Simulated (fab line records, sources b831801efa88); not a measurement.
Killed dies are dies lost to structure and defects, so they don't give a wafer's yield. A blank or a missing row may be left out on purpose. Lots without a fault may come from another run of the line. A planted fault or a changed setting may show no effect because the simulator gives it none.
fab line records | flow sky130
record lots=5 wafers=15 last_day=50
route steps=708 shown VIA1@481 METAL2@483 VIA2@507
lots that met no fault: from a run of the same line without faults
start_h: hours from the record's first day to the start of the lot's first wafer shown | wait_h: hours since the lot's step before | " the same as in the row above | L1.1+2: a row that stands for several wafers | - no value, or no start given | * or withheld: withheld | < > ~ a bound
route shown NAME@n: a module of which the file shows steps, and the number in the route of the first | usual: mean/standard deviation of fault-free wafers | same: alike in all rows | chamber/n: place in a boat | sites: the reading at each site | _std_site: their standard deviation | _edge_site: outer sites' mean less inner sites' | radius_mm: how far each site lies from the wafer's centre | mask NAME#n: copy n | behind: the tool/chamber that last shaped the wafer | hold: why the lot was held/for how many hours/how that ended | device: the transistor (n, p or np) that didn't switch | end of line: the same wafers' tests at the end of the route | a step without rows: its recipe alone | killed: dies lost to structure and defects at the first sort, not the wafer's yield | map: a wafer's dies, x killed, . not, _ none there
set.NAME: the setting as run; set.NAME@STEP: as run at that earlier step | model.NAME: the simulator's own value behind a step, which no gauge read
lots at some steps of the route; a table a step, a row a wafer
services: from which hour (start_h, from the record's first day; less than 0 if before it) a tool's chamber was out of use, for how many hours, and why
## steps
# step SKY_VIA1_THK_MEAS_23
# recipe thk_meas_gauge=xrf reads=W_of_VIA1_CVD_21
# usual VIA1_W_THK=268/4.6
# columns lot.wafer tool chamber start_h wait_h VIA1_W_THK[nm]
L077.1 film_metro-03 - 810.26 0.1 264
L077.2 " - " " 262
L077.3 " - " " 264
L082.1 film_metro-04 - 855.95 0.1 264
L082.2 " - " " 266
L082.4 " - " " 263
L086.1 film_metro-04 - 885.68 0.1 265
L086.3 " - " " 263
L086.6 " - " " 266
L095.1 film_metro-01 - 945.13 0.1 268
L095.3 " - " " 279
L095.4 " - " " 270
L097.1 film_metro-01 - 960.96 0.1 270
L097.4 " - " " 267
L097.5 " - " " 273
# step SKY_VIA1_CMP_24
# recipe stop_on=SiO2 t_overpolish_s=15 down_force_psi=3.5 platen_rpm=60 target_thk_nm=0 pad_velocity_m_s=0.94248
# usual motor_current_A=10.9/1.3 overpolish_run_s=15.000/0.0099 time_to_endpoint_s=64/3.1
# columns lot.wafer tool chamber start_h wait_h motor_current_A overpolish_run_s time_to_endpoint_s
L077.1 cmp-02 3 810.32 0.1 11.6 15.008 65
L077.3 " 1 " " 8.8 14.984 62
L077.2 " 2 " " 11.4 15.005 60
L082.2 cmp-01 3 856.01 0.0 10.8 14.989 67
L082.4 " 0 " " 9.3 14.982 65
L082.1 " 1 " " 13.0 14.998 67
L086.1 cmp-01 0 885.74 0.1 9.5 15.001 63
L086.3 " 3 " " 10.6 15.001 65
L086.6 " 0 " " 8.7 14.992 64
L095.1 cmp-02 0 945.19 0.1 12.3 15.001 67
L095.3 " 2 " " 11.2 14.992 65
L095.4 " 3 " " 11.4 15.004 68
L097.4 cmp-01 0 961.02 0.0 9.0 15.003 67
L097.1 " 3 " " 10.2 15.009 67
L097.5 " 0 " " 9.5 14.994 66
# step SKY_METAL2_SPUTTER_00
# recipe material=Ti target_thk_nm=15 power_w=3000 time_s=9.73 chamber_pressure_pa=0.4
# usual throttle_valve_pct=30.5/1.2
# columns lot.wafer tool chamber start_h wait_h throttle_valve_pct
L077.1 pvd_sputter-04 - 810.62 0.2 32.3
L077.2 " - " " 31.2
L077.3 " - " " 29.2
L082.1 pvd_sputter-01 - 856.31 0.1 30.8
L082.2 " - " " 30.5
L082.4 " - " " 28.5
L086.1 pvd_sputter-03 - 886.04 0.2 29.5
L086.3 " - " " 30.7
L086.6 " - " " 29.4
L095.1 pvd_sputter-04 - 945.49 0.2 31.0
L095.3 " - " " 29.8
L095.4 " - " " 32.6
L097.1 pvd_sputter-01 - 961.32 0.1 31.0
L097.4 " - " " 30.6
L097.5 " - " " 31.3
# step SKY_METAL2_SPUTTER_01
# recipe material=TiN target_thk_nm=20 power_w=6500 time_s=16.7 chamber_pressure_pa=0.4
# usual throttle_valve_pct=30.5/1.2
# columns lot.wafer tool chamber start_h wait_h throttle_valve_pct
L077.1 pvd_sputter-04 - 810.64 0.0 32.5
L077.2 " - " " 31.0
L077.3 " - " " 28.8
L082.1 pvd_sputter-01 - 856.34 0.0 31.1
L082.2 " - " " 30.8
L082.4 " - " " 28.5
L086.1 pvd_sputter-03 - 886.07 0.0 29.4
L086.3 " - " " 30.8
L086.6 " - " " 29.8
L095.1 pvd_sputter-04 - 945.52 0.0 31.1
L095.3 " - " " 29.7
L095.4 " - " " 32.6
L097.1 pvd_sputter-01 - 961.34 0.0 31.4
L097.4 " - " " 31.0
L097.5 " - " " 31.4
# step SKY_METAL2_SPUTTER_02
# recipe material=AlCu target_thk_nm=250 power_w=10600 time_s=13.3 chamber_pressure_pa=0.4
# usual throttle_valve_pct=30.5/1.2
# columns lot.wafer tool chamber start_h wait_h throttle_valve_pct
L077.1 pvd_sputter-04 - 810.67 0.0 32.5
L077.2 " - " " 31.0
L077.3 " - " " 28.8
L082.1 pvd_sputter-01 - 856.36 0.0 31.3
L082.2 " - " " 30.5
L082.4 " - " " 28.4
L086.1 pvd_sputter-03 - 886.09 0.0 29.5
L086.3 " - " " 30.7
L086.6 " - " " 29.5
L095.1 pvd_sputter-04 - 945.54 0.0 31.2
L095.3 " - " " 29.9
L095.4 " - " " 32.7
L097.1 pvd_sputter-01 - 961.36 0.0 31.1
L097.4 " - " " 30.5
L097.5 " - " " 31.2
# step SKY_METAL2_SPUTTER_03
# recipe material=Ti target_thk_nm=5 power_w=3000 time_s=3.3 chamber_pressure_pa=0.4
# usual throttle_valve_pct=30.5/1.1
# columns lot.wafer tool chamber start_h wait_h throttle_valve_pct
L077.1 pvd_sputter-04 - 810.69 0.0 32.4
L077.2 " - " " 30.9
L077.3 " - " " 28.7
L082.1 pvd_sputter-01 - 856.39 0.0 31.1
L082.2 " - " " 30.7
L082.4 " - " " 28.6
L086.1 pvd_sputter-03 - 886.12 0.0 29.6
L086.3 " - " " 30.8
L086.6 " - " " 29.6
L095.1 pvd_sputter-04 - 945.57 0.0 31.2
L095.3 " - " " 30.0
L095.4 " - " " 32.4
L097.1 pvd_sputter-01 - 961.39 0.0 31.2
L097.4 " - " " 30.7
L097.5 " - " " 31.1
# step SKY_METAL2_SPUTTER_04
# recipe material=TiN target_thk_nm=70 power_w=6500 time_s=58.3 chamber_pressure_pa=0.4
# usual throttle_valve_pct=30.5/1.2
# columns lot.wafer tool chamber start_h wait_h throttle_valve_pct
L077.1 pvd_sputter-04 - 810.71 0.0 32.6
L077.2 " - " " 31.0
L077.3 " - " " 29.0
L082.1 pvd_sputter-01 - 856.40 0.0 31.1
L082.2 " - " " 30.8
L082.4 " - " " 28.6
L086.1 pvd_sputter-03 - 886.13 0.0 29.5
L086.3 " - " " 31.1
L086.6 " - " " 29.5
L095.1 pvd_sputter-04 - 945.59 0.0 31.1
L095.3 " - " " 29.9
L095.4 " - " " 32.5
L097.1 pvd_sputter-01 - 961.41 0.0 31.2
L097.4 " - " " 30.7
L097.5 " - " " 31.3
# step SKY_METAL2_RS_MEAS_05
# recipe thk_meas_gauge=four-point-probe reads=TiN_of_METAL2_SPUTTER_04+Ti_of_METAL2_SPUTTER_03+AlCu_of_METAL2_SPUTTER_02+TiN_of_METAL2_SPUTTER_01+Ti_of_METAL2_SPUTTER_00
# usual METAL2_ALCU_RS=0.1268/0.0013
# columns lot.wafer tool chamber start_h wait_h METAL2_ALCU_RS[ohm/sq]
L077.1 film_metro-02 - 810.76 0.0 0.1259
L077.2 " - " " 0.1258
L077.3 " - " " 0.1265
L082.1 film_metro-01 - 856.45 0.0 0.1274
L082.2 " - " " 0.1256
L082.4 " - " " 0.1273
L086.1 film_metro-02 - 886.18 0.0 0.1277
L086.3 " - " " 0.1272
L086.6 " - " " 0.1285
L095.1 film_metro-04 - 945.63 0.0 0.1283
L095.3 " - " " 0.1262
L095.4 " - " " 0.1266
L097.1 film_metro-01 - 961.46 0.0 0.1272
L097.4 " - " " 0.1262
L097.5 " - " " 0.1280
# step SKY_METAL2_THK_MEAS_06
# recipe thk_meas_gauge=xrf reads=AlCu_of_METAL2_SPUTTER_02
# usual METAL2_ALCU_THK=246/3.5
# columns lot.wafer tool chamber start_h wait_h METAL2_ALCU_THK[nm]
L077.1 film_metro-02 - 810.88 0.1 247
L077.2 " - " " 247
L077.3 " - " " 245
L082.1 film_metro-01 - 856.57 0.1 247
L082.2 " - " " 253
L082.4 " - " " 248
L086.1 film_metro-02 - 886.30 0.1 242
L086.3 " - " " 243
L086.6 " - " " 241
L095.1 film_metro-04 - 945.75 0.1 247
L095.3 " - " " 250
L095.4 " - " " 249
L097.1 film_metro-01 - 961.58 0.1 246
L097.4 " - " " 248
L097.5 " - " " 244
# step SKY_METAL2_DEHYDRATE_07
# recipe temp_c=200 time_s=60
# usual resist_line_temp_C=22.98/0.11
# columns lot.wafer tool chamber start_h wait_h resist_line_temp_C
L077.1 litho_track-04 0 823.20 12.3 23.04
L077.2 " 0 " " 22.99
L077.3 " 0 " " 22.91
L082.1 litho_track-04 0 868.70 12.1 22.78
L082.2 " 0 " " 22.93
L082.4 " 0 " " 23.09
L086.1 litho_track-04 0 898.70 12.4 22.90
L086.3 " 0 " " 22.90
L086.6 " 0 " " 22.94
L095.1 litho_track-01 0 957.12 11.4 23.13
L095.3 " 0 " " 22.91
L095.4 " 0 " " 23.04
L097.1 litho_track-04 0 973.00 11.4 22.83
L097.4 " 0 " " 22.94
L097.5 " 0 " " 23.03
# step SKY_METAL2_HMDS_08
# recipe prime_time_s=60 prime_temp_c=120
# usual resist_line_temp_C=22.99/0.11
# columns lot.wafer tool chamber start_h wait_h resist_line_temp_C
L077.1 litho_track-04 0 823.35 0.1 23.13
L077.2 " 0 " " 23.03
L077.3 " 0 " " 23.03
L082.1 litho_track-04 0 868.85 0.1 23.06
L082.2 " 0 " " 22.99
L082.4 " 0 " " 23.03
L086.1 litho_track-04 0 898.85 0.1 23.05
L086.3 " 0 " " 23.08
L086.6 " 0 " " 23.01
L095.1 litho_track-01 0 957.27 0.1 23.11
L095.3 " 0 " " 22.98
L095.4 " 0 " " 23.03
L097.1 litho_track-04 0 973.15 0.1 23.04
L097.4 " 0 " " 23.22
L097.5 " 0 " " 23.18
# step SKY_METAL2_COAT_09
# recipe resist=BARC temp_c=withheld time_s=withheld spin_rpm=3000 resist_thk_nm=60
# usual resist_line_temp_C=*
# columns lot.wafer tool chamber start_h wait_h resist_line_temp_C
L077.1 litho_track-04 0 823.50 0.1 *
L077.2 " 0 " " *
L077.3 " 0 " " *
L082.1 litho_track-04 0 869.00 0.1 *
L082.2 " 0 " " *
L082.4 " 0 " " *
L086.1 litho_track-04 0 899.00 0.1 *
L086.3 " 0 " " *
L086.6 " 0 " " *
L095.1 litho_track-01 0 957.42 0.1 *
L095.3 " 0 " " *
L095.4 " 0 " " *
L097.1 litho_track-04 0 973.30 0.1 *
L097.4 " 0 " " *
L097.5 " 0 " " *
# step SKY_METAL2_COAT_10
# recipe resist=KrF-thick spin_rpm=3000 resist_thk_nm=450
# usual resist_line_temp_C=23.02/0.12
# columns lot.wafer tool chamber start_h wait_h resist_line_temp_C
L077.1 litho_track-04 0 - - 22.93
L077.2 " 0 " " 22.81
L077.3 " 0 " " 22.77
L082.1 litho_track-04 0 - - 23.03
L082.2 " 0 " " 23.00
L082.4 " 0 " " 22.97
L086.1 litho_track-04 0 - - 23.18
L086.3 " 0 " " 23.05
L086.6 " 0 " " 23.13
L095.1 litho_track-01 0 - - 23.09
L095.3 " 0 " " 22.90
L095.4 " 0 " " 22.95
L097.1 litho_track-04 0 - - 22.81
L097.4 " 0 " " 22.86
L097.5 " 0 " " 22.94
# step SKY_METAL2_SOFTBAKE_11
# recipe temp_c=100 time_s=90 resist=KrF-thick
# usual resist_line_temp_C=22.98/0.12
# columns lot.wafer tool chamber start_h wait_h resist_line_temp_C
L077.1 litho_track-04 0 - - 22.95
L077.2 " 0 " " 22.84
L077.3 " 0 " " 23.08
L082.1 litho_track-04 0 - - 22.77
L082.2 " 0 " " 22.74
L082.4 " 0 " " 22.86
L086.1 litho_track-04 0 - - 22.97
L086.3 " 0 " " 23.08
L086.6 " 0 " " 23.09
L095.1 litho_track-01 0 - - 22.94
L095.3 " 0 " " 22.99
L095.4 " 0 " " 22.98
L097.1 litho_track-04 0 - - 23.07
L097.4 " 0 " " 23.04
L097.5 " 0 " " 22.96
# step SKY_METAL2_EXPOSE_12
# recipe mask_id=MM2 na=0.8 source_shape=annular sigma_inner=0.55 sigma_outer=0.85 target_cd_nm=140 dose_mj=27.59
# usual focus_offset_nm=0.0/0.57 reticle_temp_C=22.99/0.11
# columns lot.wafer tool chamber start_h wait_h mask focus_offset_nm reticle_temp_C
L077.1 krf_scanner-02 0 - - MM2#0 -1.0 23.23
L077.2 " 0 " " MM2#0 -0.7 23.01
L077.3 " 0 " " MM2#0 -0.1 23.01
L082.1 krf_scanner-01 0 - - MM2#0 0.3 22.98
L082.2 " 0 " " MM2#0 0.3 22.90
L082.4 " 0 " " MM2#0 0.1 22.94
L086.1 krf_scanner-01 0 - - MM2#0 -0.3 23.06
L086.3 " 0 " " MM2#0 -0.3 23.04
L086.6 " 0 " " MM2#0 -0.1 22.86
L095.1 krf_scanner-01 0 - - MM2#0 0.0 23.07
L095.3 " 0 " " MM2#0 0.3 22.96
L095.4 " 0 " " MM2#0 0.5 23.07
L097.1 krf_scanner-01 0 - - MM2#0 -0.4 23.07
L097.4 " 0 " " MM2#0 0.1 23.03
L097.5 " 0 " " MM2#0 0.2 23.04
# step SKY_METAL2_PEB_13
# recipe peb_temp_c=withheld peb_time_s=withheld resist=KrF-thick
# usual resist_line_temp_C=*
# columns lot.wafer tool chamber start_h wait_h resist_line_temp_C
L077.1 litho_track-01 0 - - *
L077.2 " 0 " " *
L077.3 " 0 " " *
L082.1 litho_track-01 0 - - *
L082.2 " 0 " " *
L082.4 " 0 " " *
L086.1 litho_track-01 0 - - *
L086.3 " 0 " " *
L086.6 " 0 " " *
L095.1 litho_track-01 0 - - *
L095.3 " 0 " " *
L095.4 " 0 " " *
L097.1 litho_track-04 0 - - *
L097.4 " 0 " " *
L097.5 " 0 " " *
# step SKY_METAL2_DEVELOP_14
# recipe develop_time_s=60 resist=KrF-thick dev_temp_c=21
# usual resist_line_temp_C=22.99/0.093
# columns lot.wafer tool chamber start_h wait_h resist_line_temp_C
L077.1 litho_track-01 0 - - 22.92
L077.2 " 0 " " 22.93
L077.3 " 0 " " 23.03
L082.1 litho_track-01 0 - - 22.89
L082.2 " 0 " " 22.88
L082.4 " 0 " " 22.87
L086.1 litho_track-01 0 - - 23.02
L086.3 " 0 " " 22.84
L086.6 " 0 " " 23.06
L095.1 litho_track-01 0 - - 23.18
L095.3 " 0 " " 22.90
L095.4 " 0 " " 22.97
L097.1 litho_track-04 0 - - 22.98
L097.4 " 0 " " 23.10
L097.5 " 0 " " 22.95
# step SKY_METAL2_CD_MEAS_15
# recipe target_cd_nm=140
# usual cd_nm=139.8/1.7
# columns lot.wafer tool chamber start_h wait_h cd_nm
L077.1 cd_sem-01 - 837.07 - 138.2
L077.2 " - " " 137.9
L077.3 " - " " 139.5
L082.1 cd_sem-01 - 881.88 - 139.0
L082.2 " - " " 137.6
L082.4 " - " " 136.4
L086.1 cd_sem-02 - 911.92 - 139.3
L086.3 " - " " 139.4
L086.6 " - " " 139.4
L095.1 cd_sem-02 - 969.47 - 137.6
L095.3 " - " " 139.2
L095.4 " - " " 139.2
L097.1 cd_sem-02 - 985.40 - 141.5
L097.4 " - " " 141.1
L097.5 " - " " 140.3
# step SKY_METAL2_OVL_MEAS_16
# usual METAL2_OVL=-2/5.4
# columns lot.wafer tool chamber start_h wait_h METAL2_OVL[nm]
L077.1 overlay-01 - 837.19 0.1 6
L077.2 " - " " 0
L077.3 " - " " 6
L082.1 overlay-02 - 882.00 0.1 -1
L082.2 " - " " 4
L082.4 " - " " 2
L086.1 overlay-02 - 912.04 0.1 -10
L086.3 " - " " -9
L086.6 " - " " -6
L095.1 overlay-02 - 969.59 0.1 -3
L095.3 " - " " -7
L095.4 " - " " -13
L097.1 overlay-01 - 985.52 0.1 -1
L097.4 " - " " -3
L097.5 " - " " -4
# step SKY_METAL2_DESCUM_17
# recipe chemistry=O2 source_power_w=150 bias_power_w=0 pressure_mtorr=10 temp_c=40 time_s=8
# usual drypump_motor_current_A=5.72/0.27 oes_product_au=1.000/0.0092
# columns lot.wafer tool chamber start_h wait_h drypump_motor_current_A oes_product_au rf_hours_counter_h
L077.1 rie_metal-03 1 837.23 0.0 5.79 0.994 14
L077.2 " 0 " " 6.36 0.999 12
L077.3 " 0 " " 6.40 1.008 -
L082.1 rie_metal-01 1 882.04 0.0 5.44 0.998 9
L082.2 " 0 " " 5.71 0.999 14
L082.4 " 1 " " 5.46 1.001 -
L086.1 rie_metal-02 0 912.08 0.0 5.45 0.981 3
L086.3 " 1 " " 5.84 1.009 -
L086.6 " 1 " " 5.82 1.010 -
L095.1 rie_metal-01 1 969.63 0.0 5.45 0.993 14
L095.3 " 0 " " 5.70 0.998 -
L095.4 " 1 " " 5.46 0.985 -
L097.1 rie_metal-03 1 985.56 0.0 5.80 1.003 3
L097.4 " 1 " " 5.82 1.007 -
L097.5 " 1 " " 5.80 1.002 -
# step SKY_METAL2_ETCH_18
# recipe chemistry=N2/H2 target=BARC ion_energy_ev=200 bias_w=100 pressure_mtorr=30 n2_flow_sccm=100 h2_flow_sccm=200 icp_w=500 stop_on=SiO2 time_s=45.9 target_depth_a=600
# usual drypump_motor_current_A=5.73/0.27 oes_product_au=0.855/0.0048 throttle_valve_pct=13.224/0.0093
# columns lot.wafer tool chamber start_h wait_h drypump_motor_current_A oes_product_au rf_hours_counter_h throttle_valve_pct
L077.1 rie_metal-03 1 837.26 0.0 5.83 0.857 14 13.229
L077.2 " 0 " " 6.39 0.847 12 13.213
L077.3 " 0 " " 6.43 0.854 - 13.213
L082.1 rie_metal-01 1 882.07 0.0 5.50 0.860 9 13.221
L082.2 " 0 " " 5.71 0.852 15 13.233
L082.4 " 1 " " 5.48 0.859 - 13.242
L086.1 rie_metal-02 0 912.11 0.0 5.47 0.844 3 13.226
L086.3 " 1 " " 5.82 0.860 - 13.229
L086.6 " 1 " " 5.82 0.851 - 13.222
L095.1 rie_metal-01 1 969.66 0.0 5.47 0.851 14 13.230
L095.3 " 0 " " 5.70 0.855 - 13.224
L095.4 " 1 " " 5.46 0.854 - 13.216
L097.1 rie_metal-03 1 985.62 0.1 5.81 0.855 3 13.228
L097.4 " 1 " " 5.80 0.856 - 13.225
L097.5 " 1 " " 5.80 0.851 - 13.211
# step SKY_METAL2_METAL_ETCH_19
# recipe target_depth_a=3600 stop_on=SiO2 over_etch_frac=0.3 time_s=78 chemistry=Cl2/BCl3 resist_sidewall_deg=88 pressure_mtorr=10 icp_w=900 bias_w=48.5 Cl2_flow_sccm=60 bcl3_flow_sccm=30
# usual drypump_motor_current_A=5.73/0.28 oes_product_au=0.853/0.0053 throttle_valve_pct=22.265/0.0091
# columns lot.wafer tool chamber start_h wait_h drypump_motor_current_A oes_product_au rf_hours_counter_h throttle_valve_pct
L077.1 rie_metal-03 1 837.32 0.0 5.82 0.848 14 22.250
L077.2 " 0 " " 6.43 0.855 12 22.263
L077.3 " 0 " " 6.44 0.850 - 22.274
L082.1 rie_metal-01 1 882.13 0.0 5.47 0.846 9 22.269
L082.2 " 0 " " 5.71 0.848 15 22.264
L082.4 " 1 " " 5.43 0.866 - 22.269
L086.1 rie_metal-02 0 912.18 0.0 5.47 0.846 3 22.270
L086.3 " 1 " " 5.83 0.855 - 22.246
L086.6 " 1 " " 5.84 0.847 - 22.270
L095.1 rie_metal-01 1 969.73 0.0 5.44 0.853 14 22.267
L095.3 " 0 " " 5.70 0.857 - 22.259
L095.4 " 1 " " 5.47 0.853 - 22.273
L097.1 rie_metal-03 1 985.75 0.1 5.81 0.859 3 22.258
L097.4 " 1 " " 5.84 0.855 - 22.272
L097.5 " 1 " " 5.81 0.855 - 22.263
# step SKY_METAL2_STRIP_20
# recipe chemistry=O2/N2 power_w=1400 pressure_mtorr=1500 platen_temp_c=withheld o2_flow_sccm=3000 n2_flow_sccm=300 overash_fraction=0.5
# usual drypump_motor_current_A=5.8/0.35 oes_product_au=0.343/0.0051 strip_time_to_endpoint_s=2.70/0.037
# columns lot.wafer tool chamber start_h wait_h drypump_motor_current_A oes_product_au rf_hours_counter_h strip_time_to_endpoint_s
L077.1 plasma_asher-01 1 837.41 0.1 6.2 0.344 104 2.74
L077.2 " 0 " " 5.4 0.343 104 2.72
L077.3 " 0 " " 5.4 0.347 - 2.74
L082.1 plasma_asher-02 1 882.22 0.1 5.4 0.346 43 2.72
L082.2 " 0 " " 5.3 0.336 43 2.71
L082.4 " 0 " " 5.3 0.339 - 2.70
L086.1 plasma_asher-04 0 912.27 0.1 5.7 0.341 17 2.71
L086.3 " 0 " " 5.7 0.339 - 2.63
L086.6 " 0 " " 5.7 0.343 - 2.66
L095.1 plasma_asher-01 1 969.82 0.1 6.2 0.339 116 2.68
L095.3 " 1 " " 6.2 0.330 - 2.66
L095.4 " 0 " " 5.5 0.340 - 2.69
L097.1 plasma_asher-04 1 985.93 0.1 6.1 0.345 25 2.67
L097.4 " 1 " " 6.1 0.346 - 2.66
L097.5 " 1 " " 6.1 0.346 - 2.69
# step SKY_METAL2_STRIP_21
# recipe chemistry=post_etch_residue_remover time_s=1200 temp_c=72.5
# columns lot.wafer tool chamber start_h wait_h
L077.1+2+3 wet_bench-03 2 837.51 0.1
L082.1+2+4 wet_bench-04 3 882.32 0.1
L086.1+3+6 wet_bench-03 2 912.37 0.1
L095.1+3+4 wet_bench-04 1 969.92 0.1
L097.1+4+5 wet_bench-03 0 986.03 0.1
# step SKY_METAL2_CLEAN_22
# recipe chemistry=IPA time_s=180 temp_c=25
# columns lot.wafer tool chamber start_h wait_h
L077.1+2+3 wet_bench-04 0 837.86 0.0
L082.1+2+4 wet_bench-01 2 882.67 0.0
L086.1+3+6 wet_bench-04 1 912.71 0.0
L095.1+3+4 wet_bench-01 3 970.26 0.0
L097.1+4+5 wet_bench-01 2 986.37 0.0
# step SKY_METAL2_CLEAN_23
# recipe chemistry=O3/DIW dry=n2_spin
# columns lot.wafer tool chamber start_h wait_h
L077.1+2+3 wet_bench-01 3 837.91 0.0
L082.1+2+4 wet_bench-03 1 882.73 0.0
L086.1+3+6 wet_bench-01 0 912.77 0.0
L095.1+3+4 wet_bench-03 2 970.32 0.0
L097.1+4+5 wet_bench-03 2 986.43 0.0
# step SKY_VIA2_HDPCVD_00
# recipe material=SiO2 target_thk_nm=1180 sigma_open_frac=0.3 time_s=196.7 temp_c=400 sih4_flow_sccm=60 pressure_mtorr=6
# columns lot.wafer tool chamber start_h wait_h
L077.1+2+3 hdpcvd-01 1,0,2 838.01 0.0
L082.1+2+4 hdpcvd-02 0,1,1 882.82 0.0
L086.1+3+6 hdpcvd-01 0,1,2 912.86 0.0
L095.1+3+4 hdpcvd-01 2,1,2 970.50 0.0
L097.1+4+5 hdpcvd-02 1,2,1 986.52 0.0
# step SKY_VIA2_THK_MEAS_01
# recipe reads=SiO2_of_VIA2_HDPCVD_00
# usual VIA2_HDPCVD_THK=1175/12
# columns lot.wafer tool chamber start_h wait_h VIA2_HDPCVD_THK[nm]
L077.1 film_metro-02 - 838.13 0.1 1168
L077.2 " - " " 1195
L077.3 " - " " 1180
L082.1 film_metro-01 - 882.95 0.1 1158
L082.2 " - " " 1162
L082.4 " - " " 1163
L086.1 film_metro-02 - 912.98 0.1 1165
L086.3 " - " " 1166
L086.6 " - " " 1152
L095.1 film_metro-02 - 970.62 0.1 1176
L095.3 " - " " 1186
L095.4 " - " " 1185
L097.1 film_metro-02 - 986.65 0.1 1172
L097.4 " - " " 1190
L097.5 " - " " 1177
# step SKY_VIA2_CMP_02
# recipe material=SiO2 down_force_psi=4 platen_rpm=60 pad_velocity_m_s=0.94248
# usual motor_current_A=12.0/1.6
# columns lot.wafer tool chamber start_h wait_h motor_current_A
L077.2 cmp-02 2 838.19 0.0 11.4
L077.1 " 0 " " 12.5
L077.3 " 1 " " 9.4
L082.4 cmp-02 3 883.16 0.2 12.6
L082.1 " 0 " " 12.4
L082.2 " 2 " " 11.7
L086.1 cmp-02 3 913.04 0.1 12.2
L086.3 " 0 " " 12.7
L086.6 " 3 " " 12.7
L095.3 cmp-01 0 970.68 0.0 10.2
L095.4 " 1 " " 14.7
L095.1 " 2 " " 12.4
L097.1 cmp-01 2 986.76 0.1 12.4
L097.4 " 0 " " 10.4
L097.5 " 1 " " 15.0
# step SKY_VIA2_BOW_MEAS_03
# recipe mode=bow
# usual VIA2_BOW=85/7.6
# columns lot.wafer tool chamber start_h wait_h VIA2_BOW[um]
L077.1 film_metro-02 - 838.49 0.1 89
L077.2 " - " " 93
L077.3 " - " " 96
L082.1 film_metro-03 - 883.46 0.2 80
L082.2 " - " " 88
L082.4 " - " " 83
L086.1 film_metro-03 - 913.34 0.2 96
L086.3 " - " " 83
L086.6 " - " " 78
L095.1 film_metro-02 - 970.98 0.1 87
L095.3 " - " " 96
L095.4 " - " " 94
L097.1 film_metro-02 - 987.01 0.2 78
L097.4 " - " " 92
L097.5 " - " " 83
# step SKY_VIA2_DEHYDRATE_04
# recipe temp_c=200 time_s=60
# usual resist_line_temp_C=23.00/0.097
# columns lot.wafer tool chamber start_h wait_h resist_line_temp_C
L077.1 litho_track-02 0 851.18 12.7 22.90
L077.2 " 0 " " 23.00
L077.3 " 0 " " 23.00
L082.1 litho_track-03 0 895.57 12.1 23.03
L082.2 " 0 " " 23.11
L082.4 " 0 " " 23.02
L086.1 litho_track-01 0 924.87 11.5 22.95
L086.3 " 0 " " 22.98
L086.6 " 0 " " 23.02
L095.1 litho_track-02 0 981.98 11.0 22.83
L095.3 " 0 " " 22.77
L095.4 " 0 " " 22.85
L097.1 litho_track-02 0 997.93 10.9 22.98
L097.4 " 0 " " 23.08
L097.5 " 0 " " 22.99
# step SKY_VIA2_HMDS_05
# recipe prime_time_s=60 prime_temp_c=120
# usual resist_line_temp_C=23.02/0.099
# columns lot.wafer tool chamber start_h wait_h resist_line_temp_C
L077.1 litho_track-02 0 851.33 0.1 23.02
L077.2 " 0 " " 23.06
L077.3 " 0 " " 22.92
L082.1 litho_track-03 0 895.72 0.1 23.13
L082.2 " 0 " " 23.02
L082.4 " 0 " " 22.91
L086.1 litho_track-01 0 925.02 0.1 22.76
L086.3 " 0 " " 22.84
L086.6 " 0 " " 22.86
L095.1 litho_track-02 0 982.13 0.1 23.10
L095.3 " 0 " " 22.96
L095.4 " 0 " " 23.03
L097.1 litho_track-02 0 998.08 0.1 23.10
L097.4 " 0 " " 23.16
L097.5 " 0 " " 22.91
# step SKY_VIA2_COAT_06
# recipe resist=BARC temp_c=withheld time_s=withheld spin_rpm=3000 resist_thk_nm=60
# usual resist_line_temp_C=*
# columns lot.wafer tool chamber start_h wait_h resist_line_temp_C
L077.1 litho_track-02 0 851.48 0.1 *
L077.2 " 0 " " *
L077.3 " 0 " " *
L082.1 litho_track-03 0 895.87 0.1 *
L082.2 " 0 " " *
L082.4 " 0 " " *
L086.1 litho_track-01 0 925.17 0.1 *
L086.3 " 0 " " *
L086.6 " 0 " " *
L095.1 litho_track-02 0 982.28 0.1 *
L095.3 " 0 " " *
L095.4 " 0 " " *
L097.1 litho_track-02 0 998.23 0.1 *
L097.4 " 0 " " *
L097.5 " 0 " " *
# step SKY_VIA2_COAT_07
# recipe resist=KrF-thick spin_rpm=3000 resist_thk_nm=450
# usual resist_line_temp_C=22.99/0.11
# columns lot.wafer tool chamber start_h wait_h resist_line_temp_C
L077.1 litho_track-02 0 - - 22.90
L077.2 " 0 " " 22.97
L077.3 " 0 " " 23.07
L082.1 litho_track-03 0 - - 23.00
L082.2 " 0 " " 23.20
L082.4 " 0 " " 23.05
L086.1 litho_track-01 0 - - 22.82
L086.3 " 0 " " 22.98
L086.6 " 0 " " 22.94
L095.1 litho_track-02 0 - - 23.01
L095.3 " 0 " " 23.04
L095.4 " 0 " " 23.19
L097.1 litho_track-02 0 - - 23.14
L097.4 " 0 " " 23.17
L097.5 " 0 " " 23.07
# step SKY_VIA2_SOFTBAKE_08
# recipe temp_c=100 time_s=90 resist=KrF-thick
# usual resist_line_temp_C=23.01/0.12
# columns lot.wafer tool chamber start_h wait_h resist_line_temp_C
L077.1 litho_track-02 0 - - 22.94
L077.2 " 0 " " 22.84
L077.3 " 0 " " 22.89
L082.1 litho_track-03 0 - - 23.10
L082.2 " 0 " " 23.02
L082.4 " 0 " " 22.84
L086.1 litho_track-01 0 - - 23.06
L086.3 " 0 " " 23.04
L086.6 " 0 " " 23.05
L095.1 litho_track-02 0 - - 22.91
L095.3 " 0 " " 23.05
L095.4 " 0 " " 22.82
L097.1 litho_track-02 0 - - 23.29
L097.4 " 0 " " 23.18
L097.5 " 0 " " 23.12
## services
# columns tool chamber start_h hours kind
krf_scanner-01 - 790.43 1.0 repair
cmp-02 - 793.49 3.2 repair
hdpcvd-01 2 795.01 5.4 repair
pvd_sputter-03 - 802.00 1.0 repair
cmp-01 - 802.23 0.9 repair
krf_scanner-01 - 809.68 0.2 repair
pvd_sputter-04 - 817.12 1.9 repair
rie_metal-02 - 818.02 0.3 repair
pvd_sputter-01 - 821.23 1.0 repair
cmp-02 - 825.09 4.3 pm
cmp-02 - 830.75 5.3 pm
cmp-02 - 842.23 0.2 repair
rie_metal-01 - 850.31 1.0 repair
krf_scanner-01 - 853.24 16.6 repair
cmp-02 - 855.82 13.4 pm
rie_metal-01 - 866.07 0.2 repair
pvd_sputter-03 - 891.88 2.8 repair
krf_scanner-01 - 906.35 1.3 pm
krf_scanner-01 - 911.54 0.8 pm
cmp-01 - 912.11 4.0 pm
krf_scanner-01 - 920.76 1.0 pm
cmp-02 - 936.03 0.7 repair
wet_bench-04 - 941.87 5.7 repair
rie_metal-03 - 945.81 0.8 repair
## key
fault none
